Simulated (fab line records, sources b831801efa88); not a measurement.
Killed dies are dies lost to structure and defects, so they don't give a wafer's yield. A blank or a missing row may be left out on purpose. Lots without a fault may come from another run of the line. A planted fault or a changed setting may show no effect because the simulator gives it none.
A struck lot beside a sound one | flow sky130 | 34 steps out of a route of 708
Sound: wafers L956.3, L956.5, L956.6. Struck: wafer L946.5. (L946.3 of the same lot was not struck and is left out.) The cause comes at the end.
At each step with rows: each side's tool, then ch and its chambers, then its first start. Under that, the readings that differ: sound wafers | struck wafers | difference of the means | sigmas: that difference in standard deviations of wafers without a fault.
alike: readings whose means differ by less than 2 such deviations, and words and numbers that are the same on both sides. not compared: withheld readings, readings that some wafer has no value for, bounds like >300 that may hide the same value, and numbers for which the record gives no deviation and whose values overlap.
The two part at a step that has a row with sigmas, a row that says differs or no value, or rows on one side only. Numbers that don't overlap but have no deviation are shown without sigmas and don't part them. A reading that every wafer of one side lacks parts them only if that side has two wafers or more.

first, 9 steps without rows for these wafers: SKY_METAL1_DEVELOP_14 (develop time 60 s); SKY_METAL1_DESCUM_17 (chemistry O2, time 8 s); SKY_METAL1_ETCH_18 (etches BARC in N2/H2, stops on SiO2, time 45.9 s, target depth 60 nm); SKY_METAL1_METAL_ETCH_19 (etches the open film in Cl2/BCl3, stops on SiO2, target depth 360 nm, time 78 s); SKY_METAL1_STRIP_20 (strips in O2/N2); SKY_METAL1_STRIP_21 (strips in post etch residue remover, time 1200 s); SKY_METAL1_CLEAN_22 (cleans in IPA, time 180 s); SKY_METAL1_CLEAN_23 (cleans in O3/DIW); SKY_VIA1_HDPCVD_00 (deposits SiO2, target thk 1030 nm, time 171.7 s).
SKY_VIA1_CMP_02: polishes SiO2.
  sound on cmp-01 ch 1,2,3, day 41 12:13; struck on cmp-01 ch 1, day 35 12:40
  reading                                  | sound             | struck | difference | sigmas
  model.SiO2_of_VIA1_HDPCVD_00.thk_nm (nm) | 343.8 346.2 342.9 | 308.7  | -35.6      |
  alike: edge_zone_pressure_frac, motor_current_A, platen_rpm, retaining_ring_pressure_frac, slurry_filter_dp_kPa
SKY_VIA1_BOW_MEAS_03:
  sound on film_metro-04, day 41 12:28; struck on film_metro-02, day 35 13:27
  not compared: hold, VIA1_BOW
then, 8 steps without rows for these wafers: SKY_VIA1_HMDS_05 (prime time 60 s); SKY_VIA1_COAT_06 (resist thk 60 nm); SKY_VIA1_COAT_07 (resist thk 450 nm); SKY_VIA1_SOFTBAKE_08 (time 90 s); SKY_VIA1_EXPOSE_09 (exposes mask VIM, target cd 150 nm); SKY_VIA1_PEB_10; SKY_VIA1_DEVELOP_11 (develop time 60 s); SKY_VIA1_ETCH_14 (etches BARC in N2/H2, stops on SiO2, time 45.9 s, target depth 60 nm).
SKY_VIA1_ETCH_15: etches SiO2 in C4F8/O2/Ar, stops on TiN, target depth 351 nm, time 54 s.
  sound on rie_diel-04 ch 1,2, day 42 13:59; struck on rie_diel-04 ch 1, day 36 15:22
  reading                          | sound             | struck | difference | sigmas
  oes_product_au (a.u.)            | 0.987 0.984 0.982 | 0.925  | -0.059     | -8
  model.etch.depth_nm (nm)         | 343.8 346.2 342.9 | 308.7  | -35.6      |
  model.VIA1.feature_depth_nm (nm) | 343.8 346.2 342.9 | 308.7  | -35.6      |
  alike: bias_w
  not compared: rf_hours_counter_h
then, 12 steps without rows for these wafers: SKY_VIA1_STRIP_16 (strips in O2/N2); SKY_VIA1_STRIP_17 (strips in post etch residue remover, time 1200 s); SKY_VIA1_CLEAN_18 (cleans in IPA, time 180 s); SKY_VIA1_CLEAN_19 (cleans in O3/DIW); SKY_VIA1_SPUTTER_20 (material TiN, target thk 20 nm, time 80 s); SKY_VIA1_CVD_21 (deposits W, target thk 270 nm, time 80.902 s); SKY_VIA1_CMP_24 (polishes, stops on SiO2, t overpolish 15 s, target thk 0 nm); SKY_METAL2_SPUTTER_00 (material Ti, target thk 15 nm, time 10 s); SKY_METAL2_SPUTTER_01 (material TiN, target thk 20 nm, time 16.7 s); SKY_METAL2_SPUTTER_02 (material AlCu, target thk 250 nm, time 13.3 s); SKY_METAL2_SPUTTER_03 (material Ti, target thk 5 nm, time 3.3 s); SKY_METAL2_SPUTTER_04 (material TiN, target thk 70 nm, time 58.3 s).
SKY_METAL2_METAL_ETCH_19: etches the open film in Cl2/BCl3, stops on SiO2, target depth 360 nm, time 78 s.
  sound on rie_metal-03 ch 1, day 43 16:47; struck on rie_metal-02 ch 0, day 37 20:27
  reading                                  | sound             | struck | difference | sigmas
  drypump_motor_current_A (A)              | 5.0 5.0 5.0       | 5.9    | +0.9       | +3
  model.SiO2_of_VIA1_HDPCVD_00.thk_nm (nm) | 330.1 332.4 329.1 | 294.9  | -35.6      |
  alike: bias_w, oes_product_au, throttle_valve_pct
  not compared: rf_hours_counter_h
-- the record jumps here: 11 days lie between the struck wafers' starts before and after (it left off in module METAL2 and takes up again in module PAD_OPEN, whose first step shown is number 708 of the route) --
SKY_PAD_OPEN_PROBE_99:
  sound on prober-01, day 52 13:32; struck on prober-02, day 48 11:48
  alike: defect_limited_yield, killed_at_M0_to_M3, killed_at_M4_up, killed_at_contacts, killed_at_front_end, killed_at_other, killed_dies, killed_open, killed_short, sort_bin_3_pad_short, sort_bin_5_function, sort_bin_6_memory, sort_n_pass, sort_yield_pct

WHERE THEY PART
First at SKY_VIA1_ETCH_15; last, within this record, at SKY_METAL2_METAL_ETCH_19. Later steps at which nothing parts them and some readings are alike: SKY_PAD_OPEN_PROBE_99.

WHY: what the simulator had put in
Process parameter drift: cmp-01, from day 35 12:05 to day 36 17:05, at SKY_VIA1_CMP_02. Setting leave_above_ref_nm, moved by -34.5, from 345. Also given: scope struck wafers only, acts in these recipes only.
